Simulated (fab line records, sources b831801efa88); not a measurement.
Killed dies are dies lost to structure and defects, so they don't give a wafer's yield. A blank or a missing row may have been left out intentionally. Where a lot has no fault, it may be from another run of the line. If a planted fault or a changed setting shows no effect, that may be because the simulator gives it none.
fab line records ; flow gf180mcu
[record] lots = 14; wafers = 42; last-day = 33
route steps=602 shown V5@545 TOP_METAL@571 PASSIVATION@587
lots that met no fault: from a run of the same line without faults
start-h: hours from the record's first day to the start of the lot's first wafer shown ; wait-h: hours from the lot's prior step to this one ; " the same as in the row above ; L1.1+2: a row that stands for several wafers ; - no value, or no start given ; * or withheld: withheld ; < > ~ a bound
route shown NAME@n: NAME is a module with steps in the file, n the number in the route of the first one ; usual: mean/standard deviation taken from wafers without a fault ; same: alike in all rows ; chamber/n: place in a boat ; sites: each site's reading ; _std_site: the values' standard deviation ; _edge_site: outer sites' mean less inner sites' ; radius-mm: for every site, how far away it sits from the centre of the wafer ; mask NAME#n: copy n ; behind: the last tool/chamber to shape the wafer ; hold: the reason the lot was held/the length of the hold in hours/how it ended ; device: the transistor (n, p or np) that didn't switch ; end of line: tests of these same wafers at the route's end ; a step given without rows: its recipe and nothing more ; killed: count of dies lost to structure and defects at first sort (not the wafer's yield) ; map: a wafer's dies, x killed, . not, _ none there
set.NAME: the setting the step ran with; set.NAME@STEP: the setting that earlier step ran with ; model.NAME: the simulator's own value behind a step, which no gauge read
the route's steps for a sample of lots (tables are steps, rows are wafers)
services: when a tool's chamber went out of use (start-h, in hours from the record's first day, below 0 if earlier), for how many hours, and the reason
[[steps]]
[step GF_V5_BOW_MEAS_05]
[recipe] mode = bow
[usual] V5_BOW = 134/10
lot.wafer;tool;chamber;start-h;wait-h;V5_BOW[um]
L236.1;film-metro-01;-;603.99;0.2;135
L236.3;film-metro-01;-;603.99;0.2;127
L236.6;film-metro-01;-;603.99;0.2;131
L237.2;film-metro-03;-;616.97;0.1;144
L237.3;film-metro-03;-;616.97;0.1;136
L237.4;film-metro-03;-;616.97;0.1;131
L238.1;film-metro-02;-;619.18;0.2;141
L238.3;film-metro-02;-;619.18;0.2;128
L238.4;film-metro-02;-;619.18;0.2;128
L239.3;film-metro-03;-;622.09;0.2;132
L239.4;film-metro-03;-;622.09;0.2;136
L239.6;film-metro-03;-;622.09;0.2;135
L240.2;film-metro-02;-;631.01;0.3;144
L240.5;film-metro-02;-;631.01;0.3;137
L240.6;film-metro-02;-;631.01;0.3;124
L241.1;film-metro-01;-;637.34;0.1;139
L241.4;film-metro-01;-;637.34;0.1;130
L241.6;film-metro-01;-;637.34;0.1;138
L242.4;film-metro-01;-;643.52;0.2;127
L242.5;film-metro-01;-;643.52;0.2;139
L242.6;film-metro-01;-;643.52;0.2;139
L243.2;film-metro-03;-;655.69;0.2;139
L243.3;film-metro-03;-;655.69;0.2;138
L243.4;film-metro-03;-;655.69;0.2;136
L244.3;film-metro-03;-;664.99;0.2;126
L244.4;film-metro-03;-;664.99;0.2;128
L244.6;film-metro-03;-;664.99;0.2;136
L246.1;film-metro-03;-;675.28;0.2;143
L246.4;film-metro-03;-;675.28;0.2;136
L246.6;film-metro-03;-;675.28;0.2;138
L251.1;film-metro-03;-;718.89;0.1;126
L251.2;film-metro-03;-;718.89;0.1;124
L251.6;film-metro-03;-;718.89;0.1;128
L252.2;film-metro-01;-;720.61;0.1;154
L252.3;film-metro-01;-;720.61;0.1;147
L252.5;film-metro-01;-;720.61;0.1;156
L257.2;film-metro-03;-;747.94;0.2;137
L257.5;film-metro-03;-;747.94;0.2;129
L257.6;film-metro-03;-;747.94;0.2;125
L258.1;film-metro-03;-;750.37;0.1;123
L258.3;film-metro-03;-;750.37;0.1;146
L258.5;film-metro-03;-;750.37;0.1;146
[step GF_TOP_METAL_SPUTTER_04]
[recipe] material = TiN; target-thk-nm = 25; power-w = 6500; time-s = 20.8; chamber-pressure-pa = 0.4
[usual] cathode-dc-power-W = 6499.8/1.1; chamber-pressure-pa = 0.4000/0.00073; throttle-valve-pct = 30.2/0.85; time-s = 20.8/0
lot.wafer;tool;chamber;start-h;wait-h;cathode-dc-power-W;chamber-pressure-pa;throttle-valve-pct;time-s
L236.1;pvd-sputter-01;-;627.02;0.0;6498.7;0.3981;30.5;20.8
L236.3;pvd-sputter-01;-;627.02;0.0;6498.7;0.3989;30.2;20.8
L236.6;pvd-sputter-01;-;627.02;0.0;6500.2;0.4005;30.0;20.8
L237.2;pvd-sputter-03;-;638.67;0.0;6500.6;0.4007;29.6;20.8
L237.3;pvd-sputter-03;-;638.67;0.0;6500.5;0.4008;31.2;20.8
L237.4;pvd-sputter-03;-;638.67;0.0;6501.3;0.4003;29.6;20.8
L238.1;pvd-sputter-01;-;640.32;0.0;6500.6;0.4000;30.3;20.8
L238.3;pvd-sputter-01;-;640.32;0.0;6498.5;0.4009;30.1;20.8
L238.4;pvd-sputter-01;-;640.32;0.0;6499.4;0.4005;30.5;20.8
L239.3;pvd-sputter-03;-;644.25;0.0;6498.2;0.3997;31.3;20.8
L239.4;pvd-sputter-03;-;644.25;0.0;6500.7;0.3984;31.0;20.8
L239.6;pvd-sputter-03;-;644.25;0.0;6499.4;0.4007;29.3;20.8
L240.2;pvd-sputter-02;-;652.67;0.0;6500.3;0.4004;30.2;20.8
L240.5;pvd-sputter-02;-;652.67;0.0;6501.0;0.4001;30.2;20.8
L240.6;pvd-sputter-02;-;652.67;0.0;6501.3;0.3995;28.9;20.8
L241.1;pvd-sputter-02;-;658.97;0.0;6498.3;0.4000;31.3;20.8
L241.4;pvd-sputter-02;-;658.97;0.0;6501.6;0.3996;29.2;20.8
L241.6;pvd-sputter-02;-;658.97;0.0;6500.9;0.3993;31.5;20.8
L242.4;pvd-sputter-01;-;665.53;0.0;6499.2;0.4007;29.7;20.8
L242.5;pvd-sputter-01;-;665.53;0.0;6498.6;0.3997;30.5;20.8
L242.6;pvd-sputter-01;-;665.53;0.0;6499.5;0.4016;29.8;20.8
L243.2;pvd-sputter-01;-;677.09;0.0;6500.1;0.3998;30.9;20.8
L243.3;pvd-sputter-01;-;677.09;0.0;6497.1;0.4004;29.7;20.8
L243.4;pvd-sputter-01;-;677.09;0.0;6501.3;0.4002;30.4;20.8
L244.3;pvd-sputter-01;-;684.99;0.0;6499.6;0.3998;31.1;20.8
L244.4;pvd-sputter-01;-;684.99;0.0;6501.2;0.3994;30.6;20.8
L244.6;pvd-sputter-01;-;684.99;0.0;6501.3;0.3987;29.5;20.8
L246.1;pvd-sputter-01;-;696.03;0.0;6499.7;0.3999;30.7;20.8
L246.4;pvd-sputter-01;-;696.03;0.0;6500.4;0.4003;30.0;20.8
L246.6;pvd-sputter-01;-;696.03;0.0;6498.5;0.3999;29.8;20.8
L251.1;pvd-sputter-01;-;737.99;0.0;-;-;-;-
L251.2;pvd-sputter-01;-;737.99;0.0;-;-;-;-
L251.6;pvd-sputter-01;-;737.99;0.0;-;-;-;-
L252.2;pvd-sputter-03;-;739.58;0.0;-;-;-;-
L252.3;pvd-sputter-03;-;739.58;0.0;-;-;-;-
L252.5;pvd-sputter-03;-;739.58;0.0;-;-;-;-
L257.2;pvd-sputter-01;-;766.33;0.0;6501.7;0.3996;30.6;20.8
L257.5;pvd-sputter-01;-;766.33;0.0;6499.5;0.3998;30.7;20.8
L257.6;pvd-sputter-01;-;766.33;0.0;6498.9;0.4004;31.0;20.8
L258.1;pvd-sputter-03;-;768.22;0.0;6498.6;0.3992;31.6;20.8
L258.3;pvd-sputter-03;-;768.22;0.0;6500.3;0.4010;30.6;20.8
L258.5;pvd-sputter-03;-;768.22;0.0;6501.7;0.4002;28.3;20.8
[step GF_TOP_METAL_THK_MEAS_06]
[recipe] thk-meas-gauge = xrf; reads = AlCu_of_TOP_METAL_SPUTTER_02
[usual] TOP_METAL_ALCU_THK = 908/15
lot.wafer;tool;chamber;start-h;wait-h;TOP_METAL_ALCU_THK[nm]
L236.1;film-metro-03;-;627.17;0.1;922
L236.3;film-metro-03;-;627.17;0.1;931
L236.6;film-metro-03;-;627.17;0.1;919
L237.2;film-metro-04;-;638.83;0.1;893
L237.3;film-metro-04;-;638.83;0.1;892
L237.4;film-metro-04;-;638.83;0.1;891
L238.1;film-metro-02;-;640.47;0.1;920
L238.3;film-metro-02;-;640.47;0.1;907
L238.4;film-metro-02;-;640.47;0.1;911
L239.3;film-metro-04;-;644.42;0.1;891
L239.4;film-metro-04;-;644.42;0.1;888
L239.6;film-metro-04;-;644.42;0.1;884
L240.2;film-metro-03;-;652.83;0.1;912
L240.5;film-metro-03;-;652.83;0.1;915
L240.6;film-metro-03;-;652.83;0.1;916
L241.1;film-metro-02;-;659.12;0.1;890
L241.4;film-metro-02;-;659.12;0.1;898
L241.6;film-metro-02;-;659.12;0.1;889
L242.4;film-metro-03;-;665.70;0.1;924
L242.5;film-metro-03;-;665.70;0.1;921
L242.6;film-metro-03;-;665.70;0.1;923
L243.2;film-metro-04;-;677.24;0.1;896
L243.3;film-metro-04;-;677.24;0.1;900
L243.4;film-metro-04;-;677.24;0.1;900
L244.3;film-metro-03;-;685.15;0.1;923
L244.4;film-metro-03;-;685.15;0.1;953
L244.6;film-metro-03;-;685.15;0.1;938
L246.1;film-metro-02;-;696.18;0.1;917
L246.4;film-metro-02;-;696.18;0.1;917
L246.6;film-metro-02;-;696.18;0.1;917
L251.1;film-metro-02;-;738.14;0.1;942
L251.2;film-metro-02;-;738.14;0.1;974
L251.6;film-metro-02;-;738.14;0.1;962
L252.2;film-metro-03;-;739.74;0.1;972
L252.3;film-metro-03;-;739.74;0.1;960
L252.5;film-metro-03;-;739.74;0.1;963
L257.2;film-metro-03;-;766.49;0.1;929
L257.5;film-metro-03;-;766.49;0.1;914
L257.6;film-metro-03;-;766.49;0.1;906
L258.1;film-metro-04;-;768.37;0.1;870
L258.3;film-metro-04;-;768.37;0.1;883
L258.5;film-metro-04;-;768.37;0.1;872
[step GF_TOP_METAL_STRIP_17]
[recipe] chemistry = O2/N2; power-w = 1400; pressure-mtorr = 1500; platen-temp-c = 250; o2-flow-sccm = 3000; n2-flow-sccm = 300; overash-fraction = 0.5
[usual] drypump-motor-current-A = 5.74/0.22; heater-power-w = 335/26; oes-product-au = 0.710/0.0046; strip-time-to-endpoint-s = 13.41/0.073
lot.wafer;tool;chamber;start-h;wait-h;drypump-motor-current-A;heater-power-w;oes-product-au;rf-hours-counter-h;strip-time-to-endpoint-s
L236.1;plasma-asher-04;0;647.55;0.1;5.82;310;0.712;93;13.35
L236.3;plasma-asher-04;0;647.55;0.1;5.80;314;0.713;-;13.32
L236.6;plasma-asher-04;0;647.55;0.1;5.81;310;0.711;-;13.34
L237.2;plasma-asher-02;0;659.85;0.1;6.16;322;0.715;59;13.30
L237.3;plasma-asher-02;0;659.85;0.1;6.15;312;0.711;-;13.39
L237.4;plasma-asher-02;1;659.85;0.1;5.17;287;0.704;-;13.34
L238.1;plasma-asher-04;0;660.61;0.1;5.77;320;0.723;94;13.43
L238.3;plasma-asher-04;1;660.61;0.1;5.69;348;0.705;-;13.38
L238.4;plasma-asher-04;0;660.61;0.1;5.77;312;0.713;-;13.51
L239.3;plasma-asher-01;1;665.18;0.1;5.62;370;0.709;-;13.30
L239.4;plasma-asher-01;0;665.18;0.1;5.86;337;0.711;-;13.38
L239.6;plasma-asher-01;0;665.18;0.1;5.86;336;0.707;-;13.32
L240.2;plasma-asher-02;0;672.80;0.1;6.15;326;0.713;60;13.41
L240.5;plasma-asher-02;1;672.80;0.1;5.18;285;0.713;-;13.46
L240.6;plasma-asher-02;0;672.80;0.1;6.14;326;0.713;-;13.45
L241.1;plasma-asher-04;1;679.35;0.1;5.72;344;0.711;96;13.47
L241.4;plasma-asher-04;0;679.35;0.1;5.78;316;0.712;-;13.51
L241.6;plasma-asher-04;0;679.35;0.1;5.78;307;0.710;-;13.41
L242.4;plasma-asher-01;1;685.36;0.1;5.67;369;0.707;-;13.41
L242.5;plasma-asher-01;1;685.36;0.1;5.64;376;0.710;-;13.42
L242.6;plasma-asher-01;0;685.36;0.1;5.88;332;0.709;-;13.41
L243.2;plasma-asher-04;1;696.20;0.1;5.72;343;0.713;99;13.41
L243.3;plasma-asher-04;1;696.20;0.1;5.69;351;0.708;-;13.37
L243.4;plasma-asher-04;0;696.20;0.1;5.80;307;0.714;-;13.53
L244.3;plasma-asher-04;0;703.96;0.1;5.79;303;0.711;-;13.39
L244.4;plasma-asher-04;1;703.96;0.1;5.71;352;0.710;-;13.35
L244.6;plasma-asher-04;1;703.96;0.1;5.70;344;0.709;-;13.33
L246.1;plasma-asher-01;1;714.16;0.1;5.59;383;0.709;30;13.34
L246.4;plasma-asher-01;0;714.16;0.1;5.93;331;0.712;-;13.30
L246.6;plasma-asher-01;0;714.16;0.1;5.92;325;0.707;-;13.40
L251.1;plasma-asher-01;1;754.05;0.1;5.65;372;0.704;34;13.53
L251.2;plasma-asher-01;0;754.05;0.1;5.86;329;0.702;34;13.42
L251.6;plasma-asher-01;0;754.05;0.1;5.84;337;0.714;-;13.48
L252.2;plasma-asher-04;1;755.81;0.1;5.73;345;0.710;107;13.53
L252.3;plasma-asher-04;1;755.81;0.1;5.72;352;0.705;-;13.53
L252.5;plasma-asher-04;1;755.81;0.1;5.73;349;0.714;-;13.52
L257.2;plasma-asher-01;1;782.56;0.1;5.68;381;0.713;37;13.44
L257.5;plasma-asher-01;1;782.56;0.1;5.64;375;0.710;-;13.37
L257.6;plasma-asher-01;0;782.56;0.1;5.90;331;0.721;-;13.47
L258.1;plasma-asher-04;0;784.00;0.1;5.81;311;0.710;110;13.35
L258.3;plasma-asher-04;1;784.00;0.1;5.70;353;0.702;-;13.36
L258.5;plasma-asher-04;1;784.00;0.1;5.73;351;0.704;-;13.34
[step GF_PASSIVATION_CVD_00]
[recipe] material = SiO2; target-thk-nm = 1000; precursor = TEOS; temp-c = 400; time-s = 111.95; rf-w = 600
[usual] heater-power-w = 642/110
[same] time-s = 111.95
lot.wafer;tool;chamber;start-h;wait-h;heater-power-w
L236.1;pecvd-04;1;648.09;0.0;716
L236.3;pecvd-04;2;648.09;0.0;756
L236.6;pecvd-04;0;648.09;0.0;531
L237.2;pecvd-01;0;660.40;0.0;600
L237.3;pecvd-01;2;660.40;0.0;627
L237.4;pecvd-01;2;660.40;0.0;690
L238.1;pecvd-01;2;661.14;0.0;670
L238.3;pecvd-01;0;661.14;0.0;562
L238.4;pecvd-01;0;661.14;0.0;603
L239.3;pecvd-02;1;665.68;0.0;708
L239.4;pecvd-02;0;665.68;0.0;570
L239.6;pecvd-02;1;665.68;0.0;757
L240.2;pecvd-01;2;673.36;0.0;749
L240.5;pecvd-01;0;673.36;0.0;486
L240.6;pecvd-01;2;673.36;0.0;593
L241.1;pecvd-01;2;679.89;0.0;711
L241.4;pecvd-01;1;679.89;0.0;575
L241.6;pecvd-01;2;679.89;0.0;595
L242.4;pecvd-02;0;685.93;0.0;561
L242.5;pecvd-02;1;685.93;0.0;610
L242.6;pecvd-02;2;685.93;0.0;723
L243.2;pecvd-01;0;696.73;0.0;584
L243.3;pecvd-01;2;696.73;0.0;623
L243.4;pecvd-01;1;696.73;0.0;564
L244.3;pecvd-02;1;704.46;0.0;715
L244.4;pecvd-02;0;704.46;0.0;608
L244.6;pecvd-02;1;704.46;0.0;764
L246.1;pecvd-04;0;714.72;0.0;553
L246.4;pecvd-04;2;714.72;0.0;764
L246.6;pecvd-04;1;714.72;0.0;583
L257.2;pecvd-04;0;783.09;0.0;563
L257.5;pecvd-04;1;783.09;0.0;718
L257.6;pecvd-04;2;783.09;0.0;630
L258.1;pecvd-04;1;784.54;0.0;712
L258.3;pecvd-04;0;784.54;0.0;521
L258.5;pecvd-04;1;784.54;0.0;741
[[services]]
tool;chamber;start-h;hours;kind
pecvd-04;0;605.12;-;clean
pecvd-04;1;605.12;-;clean
pecvd-04;2;605.12;-;clean
pvd-sputter-02;3;622.74;-;consumable-replace:kit
pvd-sputter-02;3;622.74;18.0;scheduled-down
pvd-sputter-02;3;622.74;18.0;vent-cycle
pvd-sputter-03;-;622.75;1.1;repair
pvd-sputter-03;1;629.64;-;consumable-replace:kit
pvd-sputter-03;1;629.64;18.0;scheduled-down
pvd-sputter-03;1;629.64;18.0;vent-cycle
pvd-sputter-01;-;653.95;1.1;repair
pecvd-02;-;680.30;1.1;repair
plasma-asher-02;-;683.21;26.3;repair
plasma-asher-01;-;689.27;11.0;repair
pvd-sputter-02;-;691.37;23.9;repair
pvd-sputter-03;0;709.37;-;consumable-replace:kit
pvd-sputter-03;0;709.37;18.0;scheduled-down
pvd-sputter-03;0;709.37;18.0;vent-cycle
pecvd-04;0;735.70;19.1;repair
pvd-sputter-01;1;738.02;-;consumable-replace:kit
pvd-sputter-01;1;738.02;18.0;scheduled-down
pvd-sputter-01;1;738.02;18.0;vent-cycle
pecvd-02;-;755.66;1.1;repair
pvd-sputter-02;2;781.43;-;consumable-replace:kit
[[key]]
[first-sign] step = GF_TOP_METAL_SPUTTER_04; reading = tool-record; direction = missing
[effect] step = GF_TOP_METAL_THK_MEAS_06; reading = TOP_METAL_ALCU_THK; direction = up; sigmas = 3.6; usual = 908; struck = 962
met-at GF_TOP_METAL_SPUTTER_04
struck-lots L251,L252
later-rows-left-out L251.1,L251.2,L251.6,L252.2,L252.3,L252.5
sort-left-out L251.1,L251.2,L251.6,L252.2,L252.3,L252.5
not-acting-at GF_V5_BOW_MEAS_05,GF_TOP_METAL_STRIP_17,GF_PASSIVATION_CVD_00
onset-between 696.03 737.99
[fault] kind = skipped-step-whole; tool = pvd-sputter-01,pvd-sputter-03; chamber = -; onset-h = 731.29; steps = GF_TOP_METAL_SPUTTER_04; scope = struck-lots-only
// sort-left-out: the simulated sort isn't trusted on such a fault, so these wafers' sort isn't shown, and their yield isn't known
// later-rows-left-out: the simulator's readings of these wafers behind a module that went badly wrong aren't trusted and aren't shown, but for the sort
